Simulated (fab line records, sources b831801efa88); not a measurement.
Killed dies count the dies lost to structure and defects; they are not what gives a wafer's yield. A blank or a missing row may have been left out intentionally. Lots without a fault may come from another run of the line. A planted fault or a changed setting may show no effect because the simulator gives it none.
Chamber matching + flow gf180mcu + rie diel-01 running GF_V1_ETCH_16: 4 sister chambers
The step etches BARC in N2/H2. 22 wafers are shown with their chamber, then 11 later ones without.

WAFERS PAIRED WITH THEIR CHAMBERS
| wafer  | chamber | drypump motor current A (A) | oes product au (a.u.) | throttle valve pct (%) |
|--------|---------|-----------------------------|-----------------------|------------------------|
| L075.1 | 0       | 5.5                         | 0.860                 | 13.221                 |
| L075.2 | 2       | 5.8                         | 0.857                 | 13.209                 |
| L075.4 | 1       | 6.1                         | 0.851                 | 13.223                 |
| L078.3 | 1       | 6.1                         | 0.856                 | 13.226                 |
| L078.4 | 3       | 5.3                         | 0.861                 | 13.222                 |
| L078.5 | 3       | 5.3                         | 0.853                 | 13.238                 |
| L079.1 | 2       | 5.8                         | 0.862                 | 13.225                 |
| L079.4 | 0       | 5.5                         | 0.853                 | 13.219                 |
| L079.5 | 3       | 5.3                         | 0.865                 | 13.214                 |
| L080.2 | 0       | 5.5                         | 0.863                 | 13.228                 |
| L080.3 | 2       | 5.8                         | 0.847                 | 13.226                 |
| L080.4 | 1       | 6.0                         | 0.851                 | 13.211                 |
| L081.3 | 1       | 6.0                         | 0.854                 | 13.209                 |
| L081.4 | 2       | 5.8                         | 0.857                 | 13.228                 |
| L081.6 | 1       | 6.1                         | 0.857                 | 13.213                 |
| L083.1 | 0       | 5.5                         | 0.859                 | 13.214                 |
| L083.2 | 3       | 5.3                         | 0.859                 | 13.215                 |
| L083.6 | 2       | 5.8                         | 0.860                 | 13.227                 |
| L084.1 | 2       | 5.8                         | 0.856                 | 13.219                 |
| L084.2 | 0       | 5.5                         | 0.860                 | 13.233                 |
| L084.5 | 2       | 5.8                         | 0.851                 | 13.212                 |
| L085.1 | 2       | 5.8                         | 0.865                 | 13.225                 |

SIGNATURES, as means of the wafers listed above
| reading                 | chamber 0 | chamber 1 | chamber 2 | chamber 3 | scatter within a chamber |
|-------------------------|-----------|-----------|-----------|-----------|--------------------------|
| drypump motor current A | 5.500     | 6.060     | 5.800     | 5.300     | 0.0258                   |
| oes product au          | 0.85900   | 0.85380   | 0.85687   | 0.85950   | 0.00468                  |
| throttle valve pct      | 13.22300  | 13.21640  | 13.22138  | 13.22225  | 0.00815                  |
Rule: for each reading, subtract the chamber's mean from the wafer's reading, divide by that reading's scatter and square the result; add these up over the readings and take the root, which gives the wafer's distance from the chamber. If the next closest chamber is less than 2 further off than the closest, the wafer can't be placed; otherwise it belongs to the closest. How the scatter is found: for the shown wafers, subtract from each reading the mean of its chamber, square and add these, divide the total by (wafers less chambers), then take the root.

WAFERS MISSING THEIR CHAMBER
| wafer  | drypump motor current A (A) | oes product au (a.u.) | throttle valve pct (%) |
|--------|-----------------------------|-----------------------|------------------------|
| L085.3 | 6.1                         | 0.854                 | 13.214                 |
| L085.6 | 6.1                         | 0.858                 | 13.231                 |
| L088.1 | 6.0                         | 0.851                 | 13.236                 |
| L088.3 | 5.8                         | 0.859                 | 13.241                 |
| L088.6 | 5.5                         | 0.859                 | 13.232                 |
| L096.2 | 5.5                         | 0.850                 | 13.228                 |
| L096.3 | 5.8                         | 0.857                 | 13.220                 |
| L096.6 | 6.1                         | 0.860                 | 13.221                 |
| L097.2 | 6.1                         | 0.851                 | 13.235                 |
| L097.3 | 5.3                         | 0.856                 | 13.228                 |
| L097.6 | 5.3                         | 0.856                 | 13.221                 |

THE CHAMBER EACH PASSED THROUGH
| wafer  | from the rows above | in truth |
|--------|---------------------|----------|
| L085.3 | 1                   | 1        |
| L085.6 | 1                   | 1        |
| L088.1 | 1                   | 1        |
| L088.3 | 2                   | 2        |
| L088.6 | 0                   | 0        |
| L096.2 | 0                   | 0        |
| L096.3 | 2                   | 2        |
| L096.6 | 1                   | 1        |
| L097.2 | 1                   | 1        |
| L097.3 | 3                   | 3        |
| L097.6 | 3                   | 3        |
Correct placement for 11 of the 11. Left unplaced by these rows: 0. Number placed wrongly: 0.
